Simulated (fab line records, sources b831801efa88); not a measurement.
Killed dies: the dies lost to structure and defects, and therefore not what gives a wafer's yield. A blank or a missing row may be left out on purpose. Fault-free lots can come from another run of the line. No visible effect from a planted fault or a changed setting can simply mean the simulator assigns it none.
Which of the tools did it? -- flow sky130 -- 33 wafers from 11 lots sampled at 5 of the route's 708 steps

== WHAT EACH GAUGE READ, for each wafer ==
SKY_METAL4_OVL_MEAS_14.
lot,measured,on,METAL4_OVL (nm)
L471,day 41 18:07,overlay-02,-3 -3 -10
L472,day 41 20:25,overlay-01,-9 0 0
L473,day 42 12:17,overlay-01,-3 4 -1
L474,day 42 22:43,overlay-02,10 -3 1
L476,day 43 11:36,overlay-01,6 -3 0
L478,day 44 07:49,overlay-01,-8 2 0
L480,day 44 14:28,overlay-01,2 -10 3
L484,day 45 14:13,overlay-02,-14 -15 -3
L485,day 46 03:49,overlay-01,-6 -5 -3
L488,day 46 12:43,overlay-02,1 -3 -2
L493,day 47 20:53,overlay-01,-8 -12 -3

SKY_VIA4_RS_MEAS_19: measures by four-point-probe.
lot,measured,on,VIA4_W_RS (ohm/sq)
L471,day 42 19:41,film-metro-04,0.2299 0.2262 0.2292
L472,day 42 22:14,film-metro-02,0.2290 0.2316 0.2309
L473,day 43 13:49,film-metro-03,0.2296 0.2293 0.2306
L474,day 43 23:26,film-metro-02,0.2282 0.2295 0.2252
L476,day 44 11:53,film-metro-04,0.2277 0.2319 0.2323
L478,day 45 07:46,film-metro-03,0.2306 0.2244 0.2293
L480,day 45 14:15,film-metro-03,0.2268 0.2316 0.2246
L484,day 46 13:09,film-metro-04,0.2308 0.2222 0.2271
L485,day 47 02:37,film-metro-04,0.2248 0.2274 0.2266
L488,day 47 11:44,film-metro-04,0.2273 0.2270 0.2245
L493,day 48 18:37,film-metro-04,0.2286 0.2300 0.2307

SKY_PASSIVATION_THK_MEAS_01.
lot,measured,on,PASSIVATION_CVD_00_THK (nm)
L471,day 43 19:49,film-metro-01,88.6 90.8 91.6
L472,day 43 22:21,film-metro-02,89.4 90.6 90.2
L473,day 44 13:29,film-metro-04,89.7 88.8 91.0
L474,day 44 23:38,film-metro-01,88.7 90.1 91.0
L476,day 45 11:37,film-metro-04,90.4 91.4 89.9
L478,day 46 06:07,film-metro-04,89.7 89.3 89.6
L480,day 46 12:53,film-metro-01,148.4 149.9 151.2
L484,day 47 11:17,film-metro-04,149.0 148.0 150.6
L485,day 48 00:20,film-metro-02,90.5 90.6 92.2
L488,day 48 08:44,film-metro-02,88.8 91.5 91.5
L493,day 49 14:28,film-metro-04,89.7 90.9 91.0

== TOOL THAT RAN EACH LOT (tool first, then ch and the chambers of the sampled wafers, then the start) ==
lot,SKY_CAP2M_STRIP_14,SKY_PASSIVATION_CVD_00
L471,"plasma-asher-04 ch 0,1, day 40 18:05","pecvd-03 ch 1,2, day 43 19:48"
L472,"plasma-asher-04 ch 0,1, day 40 19:50","pecvd-02 ch 0,2, day 43 22:20"
L473,"plasma-asher-02 ch 0,1, day 41 12:11","pecvd-03 ch 1,2, day 44 13:28"
L474,"plasma-asher-04 ch 0,1, day 41 22:02","pecvd-01 ch 0,1,2, day 44 23:37"
L476,"plasma-asher-02 ch 0,1, day 42 11:49","pecvd-01 ch 0,1, day 45 11:34"
L478,"plasma-asher-01 ch 0,1, day 43 08:35","pecvd-02 ch 1,2, day 46 06:06"
L480,"plasma-asher-02 ch 0,1, day 43 16:40","pecvd-01 ch 0,1, day 46 12:50"
L484,"plasma-asher-04 ch 0, day 44 16:10","pecvd-01 ch 0,1,2, day 47 11:16"
L485,"plasma-asher-04 ch 0,1, day 45 06:35","pecvd-03 ch 0,1, day 48 00:19"
L488,"plasma-asher-01 ch 0,1, day 45 14:35","pecvd-03 ch 0,2, day 48 08:42"
L493,"plasma-asher-02 ch 0,1, day 47 00:22","pecvd-02 ch 0,1,2, day 49 14:27"
- SKY_CAP2M_STRIP_14: strips in O2/N2.
- SKY_PASSIVATION_CVD_00: deposits SiO2, target thk 90 nm.

== WHAT THE TOOLS THEMSELVES READ (means of the sampled wafers that have a number; where no wafer has one, the mark that the record gives instead) ==
SKY_CAP2M_STRIP_14.
lot,tool,drypump-motor-current-A (A),oes-product-au (a.u.),strip-time-to-endpoint-s (s)
L471,plasma-asher-04,6.0,0.712,12.66
L472,plasma-asher-04,5.7,0.709,12.57
L473,plasma-asher-02,5.6,0.714,12.61
L474,plasma-asher-04,6.0,0.707,12.59
L476,plasma-asher-02,6.0,0.708,12.66
L478,plasma-asher-01,5.6,0.707,12.67
L480,plasma-asher-02,6.0,0.708,12.60
L484,plasma-asher-04,5.3,0.714,12.58
L485,plasma-asher-04,6.0,0.708,12.61
L488,plasma-asher-01,5.9,0.710,12.66
L493,plasma-asher-02,5.7,0.710,12.75

SKY_PASSIVATION_CVD_00.
lot,tool,heater-power-w (W)
L471,pecvd-03,683
L472,pecvd-02,667
L473,pecvd-03,764
L474,pecvd-01,579
L476,pecvd-01,569
L478,pecvd-02,770
L480,pecvd-01,483
L484,pecvd-01,574
L485,pecvd-03,692
L488,pecvd-03,745
L493,pecvd-02,720

== THE ANSWER, worked out from the rows above alone ==
Rule: the usual values come from the lots themselves. The widest of any qualifying gaps counts: lots, ordered by their means at a reading, are off when they make up no more than a third of the lots, leave a main group of 4 or more, and stand apart from it by 3 or more times the standard deviation of that group's means. If all means in a main group match to the digits the tables above print for the reading, that group is not used. Also off: a lot with no number at a reading for which 4 or more lots have one. The other lots that the step has rows for count as sound. First the gauges in route order, then the tools' own readings, where a lot's mean is used as printed above. The first step at which some lot is off is used, and at that step the reading that is off furthest; a lot without a number counts as furthest.
Off: L480, L484, at SKY_PASSIVATION_THK_MEAS_01 (PASSIVATION_CVD_00_THK). Mean 90.3 nm and standard deviation 0.45 in the main group.
If a tool, at a process step before that reading, ran all the lots that are off and no sound lot after the first of them, it fits. The gauges at SKY_PASSIVATION_THK_MEAS_01 are tried like those tools. One candidate fits, namely pecvd-01 at SKY_PASSIVATION_CVD_00. A fault onset in the window from L476 (day 45 11:34, its last sound lot) to L480 (day 46 12:50, its first lot off) fits.

== WHAT THE SIMULATOR HAD PUT IN ==
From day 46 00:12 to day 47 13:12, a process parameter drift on pecvd-01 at SKY_PASSIVATION_CVD_00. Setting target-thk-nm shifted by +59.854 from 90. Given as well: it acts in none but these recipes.
Lots struck among those shown: L480, L484. The rule given above showed the same thing.
